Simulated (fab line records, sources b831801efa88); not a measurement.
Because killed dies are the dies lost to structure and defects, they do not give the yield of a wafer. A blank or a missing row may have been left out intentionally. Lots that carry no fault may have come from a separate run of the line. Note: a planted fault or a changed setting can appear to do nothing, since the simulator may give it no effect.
Problem report in the 8D (eight disciplines) form, filled by code | flow gf180mcu | the parts of the form that need people (team, actions taken, sign-off) are left out

## 1. THE PROBLEM
CONTACT_W_RS at GF_CONTACT_RS_MEAS_25 reads a mean of 0.408 ohm/sq on 6 wafers of 2 lots; wafers without a fault read 0.381 ohm/sq with a standard deviation of 0.0044. That is +6.2 standard deviations from the usual mean.
The step: measures by four-point-probe.
First observed at day 19 22:35: wafer L690.1, on film_metro-03. Wafers with a number at this step in the record: 39, from 13 lots. Rule for "out", or "out of limits": more than 4 standard deviations from the usual mean. The rest of the wafers with a number are treated as sound.

## 2. WHAT IT IS, AND WHAT IT ISN'T
question                    | is                     | is not
which readings at this step | CONTACT_W_RS           | -
which lots                  | L690, L691             | L680, L681, L682, L692, L693, L696, L698, L699, L701, L702, L703
which wafers of those lots  | all that have a number | -
read on which gauges        | film_metro-03          | film_metro-01, film_metro-04
when                        | from day 19 22:35      | up to then (9 sound wafers); but 24 sound wafers of L692, L693, L696, L698, L699, L701, L702, L703 came after

## 3. WHAT RULES OUT EACH SUSPECT
Counting: a tool stays on the suspect list if, at a process step up to the reading, it processed all lots that are out and no sound lot following the first of them.
- the gauge at GF_CONTACT_RS_MEAS_25 is ruled out. All the wafers that are out were read on film_metro-03, but those of them that GF_CONTACT_CVD_24 has rows for are out there too, on other tools.
- pecvd-01 at GF_CONTACT_CVD_02 (deposits SiO2 from TEOS, target thk 860 nm, time 95.992 s): ruled out as a lasting fault. Sound lots L692, L693, L699 ran on it after its first lot that is out, L690 (day 18 21:01).
- cmp-02 at GF_CONTACT_CMP_04 (polishes SiO2): ruled out as a lasting fault. Sound lots L692, L693, L696, L699, L701, L702, L703 ran on it after its first lot that is out, L690 (day 18 21:09).
- cvd_w-01 at GF_CONTACT_CVD_24 (deposits W, target thk 300 nm, time 90.339 s): ruled out as a lasting fault. Sound lots L699, L701, L702, L703 ran on it after its first lot that is out, L690 (day 19 22:29).
Left after counting: nothing in the record.

## 4. THE CAUSE (what the simulator had put in)
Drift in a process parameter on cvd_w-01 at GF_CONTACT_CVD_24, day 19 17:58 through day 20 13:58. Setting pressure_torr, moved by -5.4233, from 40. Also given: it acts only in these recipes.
Counting ruled it out, wrongly: the rule takes a fault to strike every lot that its tool runs from its start on, and this one did not.

## 5. THE CHAIN OF EFFECTS, in route order
Each row: a reading where the mean over the struck wafers with a number is more than 3 standard deviations away from the usual. Readings are gone through only where the record gives a usual standard deviation; hours: the median, over the lots, of the time from a lot's start at the first step in this table giving one to that lot's start at this step; sigmas: the change measured in usual standard deviations.
hours | step                   | reading               | usual        | on struck wafers | change | sigmas
0     | GF_CONTACT_CVD_24      | chamber_pressure_Torr | 40.02 Torr   | 34.62            | -5.40  | -60
0     | GF_CONTACT_RS_MEAS_25  | CONTACT_W_RS          | 0.381 ohm/sq | 0.408            | +0.027 | +6.2
0     | GF_CONTACT_THK_MEAS_26 | CONTACT_W_THK         | 304 nm       | 283              | -21    | -4.6
Its process steps:
- GF_CONTACT_CVD_24: deposits W, target thk 300 nm, time 90.339 s.

## 6. HOW IT WOULD HAVE BEEN CAUGHT EARLIER
In this record the first reading out of limits at a measuring or inspecting step was taken at day 19 22:35, 5 hours after the fault began at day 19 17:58.
The tool's own readings at GF_CONTACT_CVD_24 were out on every struck wafer that the step has a row for (chamber_pressure_Torr): an alarm limit on them would have fired on the first of those.
